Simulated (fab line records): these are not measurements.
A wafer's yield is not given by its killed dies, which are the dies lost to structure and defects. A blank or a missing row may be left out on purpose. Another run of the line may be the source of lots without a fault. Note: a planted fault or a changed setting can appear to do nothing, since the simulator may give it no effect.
Matching of chambers	flow sky130	SKY_CONTACT_ETCH_17 on rie-diel-03: 4 sister chambers
The step etches SiO2 in C4F8/O2/Ar, stops on Si3N4, target depth 340 nm. 18 wafers are shown with their chamber, then 9 later ones without.

EACH WAFER AND ITS CHAMBER
wafer	chamber	bias-w (W)	oes-product-au (a.u.)
L077.4	2	1196	0.904
L077.5	1	1197	0.905
L077.6	2	1197	0.903
L082.1	0	1195	0.894
L082.5	0	1193	0.904
L082.6	3	1198	0.902
L084.2	1	1196	0.905
L084.3	2	1199	0.906
L084.5	2	1198	0.897
L086.2	0	1196	0.893
L086.4	1	1192	0.901
L086.5	3	1201	0.912
L091.2	3	1199	0.906
L091.3	0	1202	0.901
L091.6	1	1200	0.893
L094.1	3	1201	0.896
L094.3	0	1200	0.909
L094.5	2	1204	0.895

SIGNATURES (averages over the wafers above)
reading	chamber 0	chamber 1	chamber 2	chamber 3	scatter within a chamber
bias-w	1197.20	1196.25	1198.80	1199.75	3.08
oes-product-au	0.90020	0.90100	0.90100	0.90400	0.006
Rule: for each reading, subtract the chamber's mean from the wafer's reading, divide by that reading's scatter and square the result; add these up over the readings and take the root, which gives the wafer's distance from the chamber. The wafer belongs to the nearest chamber; if the next one is less than 2 further off, it can't be placed. The scatter is the square root of a quotient: the sum, over the shown wafers, of each reading's squared deviation from its chamber's mean, divided by wafers minus chambers.

WAFERS MISSING THEIR CHAMBER
wafer	bias-w (W)	oes-product-au (a.u.)
L093.1	1200	0.899
L093.2	1196	0.892
L093.4	1201	0.895
L095.2	1195	0.896
L095.3	1202	0.901
L095.5	1197	0.894
L096.1	1199	0.904
L096.2	1199	0.896
L096.4	1200	0.887

WHICH CHAMBER EACH WENT THROUGH
wafer	from the rows above	in truth
L093.1	can't be placed: 2 or 3 or 0 or 1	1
L093.2	can't be placed: 0 or 1 or 2 or 3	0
L093.4	can't be placed: 2 or 0 or 3 or 1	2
L095.2	can't be placed: 1 or 0 or 2 or 3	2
L095.3	can't be placed: 3 or 2 or 0 or 1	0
L095.5	can't be placed: 0 or 1 or 2 or 3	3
L096.1	can't be placed: 3 or 2 or 0 or 1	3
L096.2	can't be placed: 2 or 0 or 1 or 3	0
L096.4	can't be placed: 2 or 0 or 1 or 3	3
Correctly placed: 0 of 9. Can't be placed from these rows: 9 (the true chamber is among the candidates in 9). Number placed wrongly: 0.
